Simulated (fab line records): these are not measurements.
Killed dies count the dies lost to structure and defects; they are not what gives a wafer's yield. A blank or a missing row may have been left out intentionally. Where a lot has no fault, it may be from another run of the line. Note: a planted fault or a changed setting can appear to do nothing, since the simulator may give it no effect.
fab line records + flow gf180mcu
record:
- lots: 12
- wafers: 36
- last_day: 34
route steps=602 shown LVPWELL@63 NSD@247 M1@332 V1@357
lots that met no fault: from a run of the same line without faults
start_h: hours from the record's first day to the start of the lot's first wafer shown + wait_h: time in hours since the lot's previous step + " same as the row above + L1.1+2: a single row standing in for several wafers + - value missing, or start not given + * or withheld: withheld + < > ~ a bound
route shown NAME@n: a module of which the file shows steps, and the number in the route of the first + usual: mean/standard deviation taken from wafers without a fault + same: alike in all rows + chamber/n: place in a boat + sites: per-site readings + _std_site: how widely they spread, as a standard deviation + _edge_site: inner sites' mean taken away from outer sites' mean + radius_mm: how far each site lies from the wafer's centre + mask NAME#n: copy n + behind: tool/chamber where the wafer was last shaped + hold: why the lot was held/for how many hours/how that ended + device: the n, p or np transistor that did not switch + end of line: the tests these same wafers got at the end of their route + a step given without rows: its recipe and nothing more + killed: dies that structure and defects cost at the first sort, which is not the same as the wafer's yield + map: dies across one wafer; x = killed, . = not, _ = none there
set.NAME: setting as actually run; set.NAME@STEP: the setting as run at that earlier step + model.NAME: the simulator's own value behind a step, which no gauge read
steps of the route over a sample of lots; a table a step, a row a wafer
services: a tool's chamber out of use, with start hour (start_h, from the record's first day; less than 0 if before it), hours out, and reason
== steps ==
step: GF_LVPWELL_IMPLANT_09
recipe:
- species: B
- energy_kev: 60
- dose_cm2: 5e+12
- tilt_deg: 0
usual:
- dose_ions_cm2: 4.998e+12/5.4e+09
- faraday_current_uA: 28.2/0.52
- tilt_deg: -0.001/0.017
| lot.wafer | tool         | chamber | start_h | wait_h | dose_ions_cm2 | faraday_current_uA | tilt_deg |
|-----------|--------------|---------|---------|--------|---------------|--------------------|----------|
| L593.3    | implanter-03 | 0       | 75.02   | 0.1    | 4.992e+12     | 27.6               | 0.011    |
| L593.5    | "            | 0       | "       | "      | 4.995e+12     | 27.4               | 0.003    |
| L593.6    | "            | 0       | "       | "      | 4.998e+12     | 26.6               | -0.022   |
| L595.2    | implanter-01 | 0       | 82.54   | 0.1    | 5e+12         | 28.2               | -0.032   |
| L595.3    | "            | 0       | "       | "      | 4.998e+12     | 28.5               | -0.033   |
| L595.6    | "            | 0       | "       | "      | 4.998e+12     | 27.8               | -0.047   |
| L598.1    | implanter-01 | 0       | 110.37  | 0.1    | 4.988e+12     | 28.1               | 0.003    |
| L598.2    | "            | 0       | "       | "      | 5.002e+12     | 28.4               | 0.008    |
| L598.5    | "            | 0       | "       | "      | 4.992e+12     | 28.5               | -0.008   |
| L599.1    | implanter-03 | 0       | 110.47  | 0.1    | 5.004e+12     | 29.2               | 0.005    |
| L599.3    | "            | 0       | "       | "      | 5.002e+12     | 28.0               | 0.013    |
| L599.4    | "            | 0       | "       | "      | 4.998e+12     | 27.9               | -0.021   |
| L600.1    | implanter-01 | 0       | 114.02  | 0.1    | 4.993e+12     | 28.4               | 0.004    |
| L600.2    | "            | 0       | "       | "      | 4.995e+12     | 27.9               | -0.008   |
| L600.3    | "            | 0       | "       | "      | 5.003e+12     | 28.2               | -0.034   |
| L603.1    | implanter-04 | 0       | 129.72  | 0.1    | 4.993e+12     | 27.9               | -0.007   |
| L603.3    | "            | 0       | "       | "      | 4.996e+12     | 27.8               | 0.007    |
| L603.5    | "            | 0       | "       | "      | 4.992e+12     | 27.8               | 0.001    |
| L606.1    | implanter-01 | 0       | 139.42  | 0.1    | 4.998e+12     | 28.5               | -0.009   |
| L606.3    | "            | 0       | "       | "      | 5e+12         | 27.6               | -0.020   |
| L606.4    | "            | 0       | "       | "      | 4.995e+12     | 28.8               | 0.008    |
| L607.3    | implanter-01 | 0       | 145.47  | 0.1    | 5.002e+12     | 28.4               | -0.005   |
| L607.4    | "            | 0       | "       | "      | 5e+12         | 28.6               | 0.004    |
| L607.6    | "            | 0       | "       | "      | 5.009e+12     | 28.9               | 0.029    |
| L608.1    | implanter-04 | 0       | 157.17  | 0.1    | 4.999e+12     | 28.0               | -0.005   |
| L608.3    | "            | 0       | "       | "      | 4.998e+12     | 28.3               | 0.001    |
| L608.5    | "            | 0       | "       | "      | 5.009e+12     | 29.2               | 0.023    |
| L613.2    | implanter-04 | 0       | 187.79  | 0.1    | 4.998e+12     | 28.2               | -0.013   |
| L613.3    | "            | 0       | "       | "      | 5.002e+12     | 27.5               | -0.004   |
| L613.6    | "            | 0       | "       | "      | 4.994e+12     | 28.3               | -0.007   |
| L614.1    | implanter-01 | 0       | 197.36  | 0.1    | 6.806e+12     | 38.3               | -0.016   |
| L614.3    | "            | 0       | "       | "      | 6.807e+12     | 38.8               | 0.007    |
| L614.4    | "            | 0       | "       | "      | 6.804e+12     | 38.8               | -0.011   |
| L616.1    | implanter-01 | 0       | 201.62  | 0.1    | 6.818e+12     | 39.0               | 0.028    |
| L616.5    | "            | 0       | "       | "      | 6.824e+12     | 38.8               | 0.007    |
| L616.6    | "            | 0       | "       | "      | 6.821e+12     | 38.6               | 0.006    |
step: GF_VT_IMPLANT_RS_MEAS_48
recipe:
- thk_meas_gauge: four-point-probe
usual:
- LVPWELL_RS: 1196.3/2.4
| lot.wafer | tool          | chamber | start_h | wait_h | LVPWELL_RS[ohm/sq] |
|-----------|---------------|---------|---------|--------|--------------------|
| L593.3    | film_metro-03 | -       | 164.84  | 0.1    | 1194.5             |
| L593.5    | "             | -       | "       | "      | 1195.3             |
| L593.6    | "             | -       | "       | "      | 1194.7             |
| L595.2    | film_metro-03 | -       | 173.15  | 0.1    | 1198.1             |
| L595.3    | "             | -       | "       | "      | 1196.4             |
| L595.6    | "             | -       | "       | "      | 1196.3             |
| L598.1    | film_metro-01 | -       | 204.52  | 0.1    | 1198.0             |
| L598.2    | "             | -       | "       | "      | 1196.6             |
| L598.5    | "             | -       | "       | "      | 1194.0             |
| L599.1    | film_metro-02 | -       | 204.94  | 0.1    | 1197.1             |
| L599.3    | "             | -       | "       | "      | 1194.4             |
| L599.4    | "             | -       | "       | "      | 1197.8             |
| L600.1    | film_metro-02 | -       | 209.00  | 0.1    | 1199.0             |
| L600.2    | "             | -       | "       | "      | 1199.3             |
| L600.3    | "             | -       | "       | "      | 1197.5             |
| L603.1    | film_metro-03 | -       | 228.63  | 0.1    | 1194.7             |
| L603.3    | "             | -       | "       | "      | 1195.3             |
| L603.5    | "             | -       | "       | "      | 1196.0             |
| L606.1    | film_metro-01 | -       | 239.92  | 0.1    | 1202.4             |
| L606.3    | "             | -       | "       | "      | 1195.7             |
| L606.4    | "             | -       | "       | "      | 1200.6             |
| L607.3    | film_metro-01 | -       | 248.74  | 0.1    | 1196.3             |
| L607.4    | "             | -       | "       | "      | 1196.9             |
| L607.6    | "             | -       | "       | "      | 1199.2             |
| L608.1    | film_metro-01 | -       | 263.17  | 0.1    | 1199.4             |
| L608.3    | "             | -       | "       | "      | 1195.5             |
| L608.5    | "             | -       | "       | "      | 1191.4             |
| L613.2    | film_metro-03 | -       | 297.44  | 0.1    | 1196.7             |
| L613.3    | "             | -       | "       | "      | 1195.8             |
| L613.6    | "             | -       | "       | "      | 1193.8             |
| L614.1    | film_metro-03 | -       | 309.16  | 0.1    | 1124.8             |
| L614.3    | "             | -       | "       | "      | 1126.0             |
| L614.4    | "             | -       | "       | "      | 1126.5             |
| L616.1    | film_metro-03 | -       | 314.92  | 0.1    | 1120.8             |
| L616.5    | "             | -       | "       | "      | 1121.6             |
| L616.6    | "             | -       | "       | "      | 1121.8             |
step: GF_NSD_TW_MEAS_12
usual:
- NSD_TW: 4216/43
| lot.wafer | tool          | chamber | start_h | wait_h | NSD_TW |
|-----------|---------------|---------|---------|--------|--------|
| L593.3    | film_metro-02 | -       | 303.50  | 0.1    | 4176   |
| L593.5    | "             | -       | "       | "      | 4162   |
| L593.6    | "             | -       | "       | "      | 4197   |
| L595.2    | film_metro-01 | -       | 310.19  | 0.1    | 4291   |
| L595.3    | "             | -       | "       | "      | 4309   |
| L595.6    | "             | -       | "       | "      | 4288   |
| L599.1    | film_metro-04 | -       | 350.64  | 0.1    | 4177   |
| L599.3    | "             | -       | "       | "      | 4186   |
| L599.4    | "             | -       | "       | "      | 4197   |
| L598.1    | film_metro-01 | -       | 351.06  | 0.1    | 4280   |
| L598.2    | "             | -       | "       | "      | 4285   |
| L598.5    | "             | -       | "       | "      | 4277   |
| L600.1    | film_metro-01 | -       | 356.64  | 0.1    | 4242   |
| L600.2    | "             | -       | "       | "      | 4285   |
| L600.3    | "             | -       | "       | "      | 4269   |
| L603.1    | film_metro-01 | -       | 385.86  | 0.1    | 4253   |
| L603.3    | "             | -       | "       | "      | 4262   |
| L603.5    | "             | -       | "       | "      | 4256   |
| L606.1    | film_metro-01 | -       | 393.69  | 0.1    | 4220   |
| L606.3    | "             | -       | "       | "      | 4241   |
| L606.4    | "             | -       | "       | "      | 4231   |
| L607.3    | film_metro-02 | -       | 414.50  | 0.1    | 4212   |
| L607.4    | "             | -       | "       | "      | 4194   |
| L607.6    | "             | -       | "       | "      | 4194   |
| L608.1    | film_metro-04 | -       | 431.09  | 0.1    | 4189   |
| L608.3    | "             | -       | "       | "      | 4209   |
| L608.5    | "             | -       | "       | "      | 4208   |
| L613.2    | film_metro-04 | -       | 477.02  | 0.1    | 4194   |
| L613.3    | "             | -       | "       | "      | 4188   |
| L613.6    | "             | -       | "       | "      | 4182   |
| L614.1    | film_metro-02 | -       | 482.84  | 0.1    | 4201   |
| L614.3    | "             | -       | "       | "      | 4219   |
| L614.4    | "             | -       | "       | "      | 4185   |
| L616.1    | film_metro-04 | -       | 493.71  | 0.1    | 4177   |
| L616.5    | "             | -       | "       | "      | 4183   |
| L616.6    | "             | -       | "       | "      | 4189   |
step: GF_M1_STRIP_17
recipe:
- chemistry: O2/N2
- power_w: 1400
- pressure_mtorr: 1500
- platen_temp_c: 250
- o2_flow_sccm: 3000
- n2_flow_sccm: 300
- overash_fraction: 0.5
usual:
- drypump_motor_current_A: 5.9/0.3
- heater_power_w: 334/13
- oes_product_au: 0.537/0.0047
- strip_time_to_endpoint_s: 7.36/0.043
| lot.wafer | tool            | chamber | start_h | wait_h | drypump_motor_current_A | heater_power_w | oes_product_au | rf_hours_counter_h | strip_time_to_endpoint_s |
|-----------|-----------------|---------|---------|--------|-------------------------|----------------|----------------|--------------------|--------------------------|
| L593.3    | plasma_asher-01 | 0       | 390.49  | 0.1    | 6.1                     | 336            | 0.542          | -                  | 7.43                     |
| L593.5    | "               | 0       | "       | "      | 6.1                     | 323            | 0.545          | -                  | 7.39                     |
| L593.6    | "               | 1       | "       | "      | 5.6                     | 358            | 0.535          | -                  | 7.39                     |
| L595.2    | plasma_asher-04 | 1       | 399.54  | 0.1    | 5.2                     | 328            | 0.531          | 79                 | 7.27                     |
| L595.3    | "               | 0       | "       | "      | 5.8                     | 307            | 0.539          | -                  | 7.29                     |
| L595.6    | "               | 1       | "       | "      | 5.1                     | 337            | 0.542          | -                  | 7.32                     |
| L599.1    | plasma_asher-04 | 1       | 447.21  | 0.1    | 5.1                     | 328            | 0.531          | 2                  | 7.36                     |
| L599.3    | "               | 1       | "       | "      | 5.1                     | 335            | 0.534          | -                  | 7.35                     |
| L599.4    | "               | 0       | "       | "      | 5.8                     | 305            | 0.535          | -                  | 7.35                     |
| L598.1    | plasma_asher-02 | 0       | 448.24  | 0.1    | 6.2                     | 338            | 0.542          | 69                 | 7.41                     |
| L598.2    | "               | 1       | "       | "      | 5.7                     | 320            | 0.530          | 69                 | 7.42                     |
| L598.5    | "               | 0       | "       | "      | 6.2                     | 345            | 0.534          | -                  | 7.39                     |
| L600.1    | plasma_asher-01 | 1       | 453.06  | 0.1    | 5.6                     | 343            | 0.537          | 79                 | 7.36                     |
| L600.2    | "               | 0       | "       | "      | 6.1                     | 330            | 0.532          | 79                 | 7.37                     |
| L600.3    | "               | 0       | "       | "      | 6.1                     | 331            | 0.534          | -                  | 7.34                     |
| L603.1    | plasma_asher-01 | 1       | 484.92  | 0.1    | 5.6                     | 363            | 0.535          | 82                 | 7.35                     |
| L603.3    | "               | 1       | "       | "      | 5.6                     | 356            | 0.536          | -                  | 7.28                     |
| L603.5    | "               | 1       | "       | "      | 5.6                     | 354            | 0.539          | -                  | 7.34                     |
| L606.1    | plasma_asher-01 | 0       | 493.66  | 0.2    | 6.1                     | 331            | 0.536          | 83                 | 7.33                     |
| L606.3    | "               | 0       | "       | "      | 6.1                     | 329            | 0.541          | -                  | 7.38                     |
| L606.4    | "               | 1       | "       | "      | 5.6                     | 354            | 0.529          | -                  | 7.34                     |
| L607.3    | plasma_asher-02 | 1       | 514.84  | 0.1    | 5.7                     | 322            | 0.542          | -                  | 7.34                     |
| L607.4    | "               | 0       | "       | "      | 6.2                     | 344            | 0.539          | -                  | 7.35                     |
| L607.6    | "               | 0       | "       | "      | 6.2                     | 338            | 0.537          | -                  | 7.34                     |
| L608.1    | plasma_asher-02 | 1       | 530.12  | 0.1    | 5.7                     | 322            | 0.544          | 78                 | 7.40                     |
| L608.3    | "               | 1       | "       | "      | 5.7                     | 322            | 0.543          | -                  | 7.38                     |
| L608.5    | "               | 0       | "       | "      | 6.2                     | 339            | 0.549          | -                  | 7.43                     |
| L613.2    | plasma_asher-01 | 0       | 572.66  | 0.1    | 6.1                     | 329            | 0.532          | 91                 | 7.28                     |
| L613.3    | "               | 1       | "       | "      | 5.6                     | 348            | 0.541          | -                  | 7.30                     |
| L613.6    | "               | 0       | "       | "      | 6.1                     | 331            | 0.535          | -                  | 7.29                     |
| L614.1    | plasma_asher-01 | 1       | 577.66  | 0.1    | 5.7                     | 346            | 0.535          | 92                 | 7.40                     |
| L614.3    | "               | 1       | "       | "      | 5.6                     | 353            | 0.535          | -                  | 7.39                     |
| L614.4    | "               | 0       | "       | "      | 6.1                     | 329            | 0.542          | -                  | 7.42                     |
| L616.1    | plasma_asher-02 | 1       | 585.57  | 0.1    | 5.7                     | 323            | 0.544          | 85                 | 7.33                     |
| L616.5    | "               | 0       | "       | "      | 6.2                     | 341            | 0.535          | -                  | 7.33                     |
| L616.6    | "               | 1       | "       | "      | 5.7                     | 324            | 0.541          | -                  | 7.32                     |
step: GF_V1_SPUTTER_22
recipe:
- material: TiN
- target_thk_nm: 10
- chamber_pressure_pa: 5
- power_w: 4000
- time_s: 40
usual:
- chamber_pressure_pa: 5.000/0.0097
- throttle_valve_pct: 29.7/0.65
| lot.wafer | tool           | chamber | start_h | wait_h | chamber_pressure_pa | throttle_valve_pct |
|-----------|----------------|---------|---------|--------|---------------------|--------------------|
| L593.3    | pvd_sputter-04 | -       | 415.27  | 0.0    | 5.008               | 29.5               |
| L593.5    | "              | -       | "       | "      | 5.005               | 30.3               |
| L593.6    | "              | -       | "       | "      | 5.001               | 28.9               |
| L595.2    | pvd_sputter-04 | -       | 425.49  | 0.0    | 4.997               | 29.2               |
| L595.3    | "              | -       | "       | "      | 5.001               | 30.3               |
| L595.6    | "              | -       | "       | "      | 5.000               | 28.7               |
| L599.1    | pvd_sputter-04 | -       | 473.76  | 0.0    | 4.990               | 29.0               |
| L599.3    | "              | -       | "       | "      | 5.003               | 30.1               |
| L599.4    | "              | -       | "       | "      | 5.019               | 29.0               |
| L598.1    | pvd_sputter-02 | -       | 475.41  | 0.0    | 4.998               | 29.1               |
| L598.2    | "              | -       | "       | "      | 5.002               | 28.7               |
| L598.5    | "              | -       | "       | "      | 4.999               | 30.2               |
| L600.1    | pvd_sputter-01 | -       | 479.31  | 0.0    | 5.008               | 30.0               |
| L600.2    | "              | -       | "       | "      | 5.001               | 29.9               |
| L600.3    | "              | -       | "       | "      | 5.004               | 30.5               |
| L603.1    | pvd_sputter-02 | -       | 510.51  | 0.0    | 5.017               | 30.2               |
| L603.3    | "              | -       | "       | "      | 4.997               | 28.6               |
| L603.5    | "              | -       | "       | "      | 4.999               | 28.6               |
| L606.1    | pvd_sputter-02 | -       | 519.72  | 0.0    | 5.000               | 30.4               |
| L606.3    | "              | -       | "       | "      | 4.999               | 28.7               |
| L606.4    | "              | -       | "       | "      | 4.992               | 29.1               |
| L607.3    | pvd_sputter-04 | -       | 539.16  | 0.0    | 4.983               | 30.5               |
| L607.4    | "              | -       | "       | "      | 5.007               | 30.4               |
| L607.6    | "              | -       | "       | "      | 4.999               | 29.3               |
| L608.1    | pvd_sputter-02 | -       | 555.64  | 0.0    | 4.996               | 28.6               |
| L608.3    | "              | -       | "       | "      | 5.013               | 30.4               |
| L608.5    | "              | -       | "       | "      | 5.009               | 30.2               |
| L613.2    | pvd_sputter-02 | -       | 595.89  | 0.0    | 4.998               | 28.9               |
| L613.3    | "              | -       | "       | "      | 5.005               | 28.8               |
| L613.6    | "              | -       | "       | "      | 4.999               | 30.1               |
| L614.1    | pvd_sputter-02 | -       | 601.39  | 0.0    | 4.991               | 30.5               |
| L614.3    | "              | -       | "       | "      | 4.991               | 28.5               |
| L614.4    | "              | -       | "       | "      | 4.996               | 30.2               |
| L616.1    | pvd_sputter-01 | -       | 608.20  | 0.0    | 5.017               | 29.6               |
| L616.5    | "              | -       | "       | "      | 5.000               | 29.4               |
| L616.6    | "              | -       | "       | "      | 4.998               | 29.7               |
== services ==
| tool            | chamber | start_h | hours | kind   |
|-----------------|---------|---------|-------|--------|
| pvd_sputter-04  | -       | 54.76   | 0.9   | repair |
| implanter-01    | -       | 114.24  | 13.3  | pm     |
| implanter-01    | -       | 187.27  | 5.3   | pm     |
| plasma_asher-02 | -       | 189.37  | 2.8   | pm     |
| pvd_sputter-02  | -       | 200.27  | 5.3   | repair |
| implanter-04    | -       | 202.29  | 6.0   | repair |
| implanter-04    | -       | 212.82  | 5.6   | pm     |
| pvd_sputter-02  | -       | 218.52  | 0.7   | repair |
| implanter-01    | -       | 227.37  | 10.6  | pm     |
| pvd_sputter-04  | -       | 238.29  | 6.8   | repair |
| implanter-04    | -       | 270.28  | 2.9   | pm     |
| implanter-01    | -       | 299.58  | 3.1   | repair |
| pvd_sputter-04  | -       | 314.35  | 2.0   | repair |
| implanter-01    | -       | 345.75  | 5.2   | repair |
| implanter-01    | -       | 375.14  | 1.5   | repair |
| pvd_sputter-04  | -       | 381.17  | 4.4   | repair |
| implanter-04    | -       | 399.79  | 1.5   | repair |
| plasma_asher-02 | -       | 401.81  | 0.3   | repair |
| pvd_sputter-04  | -       | 429.06  | 0.9   | repair |
| plasma_asher-01 | -       | 453.57  | 2.8   | pm     |
| implanter-01    | -       | 475.45  | 1.0   | repair |
| pvd_sputter-02  | -       | 546.47  | 0.5   | repair |
| pvd_sputter-02  | -       | 559.22  | 5.7   | repair |
| pvd_sputter-02  | -       | 579.01  | 2.2   | repair |
== key ==
first_sign:
- step: GF_LVPWELL_IMPLANT_09
- reading: dose_ions_cm2
- direction: up
- sigmas: 99+
- usual: 4.998e+12
- struck: 6.813e+12
effect:
- step: GF_LVPWELL_IMPLANT_09
- reading: faraday_current_uA
- direction: up
- sigmas: 20
- usual: 28.2
- struck: 38.7
effect:
- step: GF_VT_IMPLANT_RS_MEAS_48
- reading: LVPWELL_RS
- direction: down
- sigmas: 30
- usual: 1196.3
- struck: 1123.6
met_at GF_LVPWELL_IMPLANT_09
struck_lots L614,L616
tester_left_out L614,L616
not_acting_at GF_NSD_TW_MEAS_12,GF_M1_STRIP_17,GF_V1_SPUTTER_22
onset_between 145.47 197.36
fault:
- kind: process_parameter_drift
- tool: implanter-01
- chamber: -
- onset_h: 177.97
- steps: GF_LVPWELL_IMPLANT_09
- channel: dose_cm2
- offset: 1.8167e+12
- shape: step
- end_h: 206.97
- acts_in: these_recipes_only
- stated: 5e+12
tester_left_out: of these lots the tester's yield and bins aren't shown, on N5 and GAA mostly nor the transistor test; their killed dies are dies lost to structure and defects alone, not to doping, threshold or leakage, so they don't give the yield
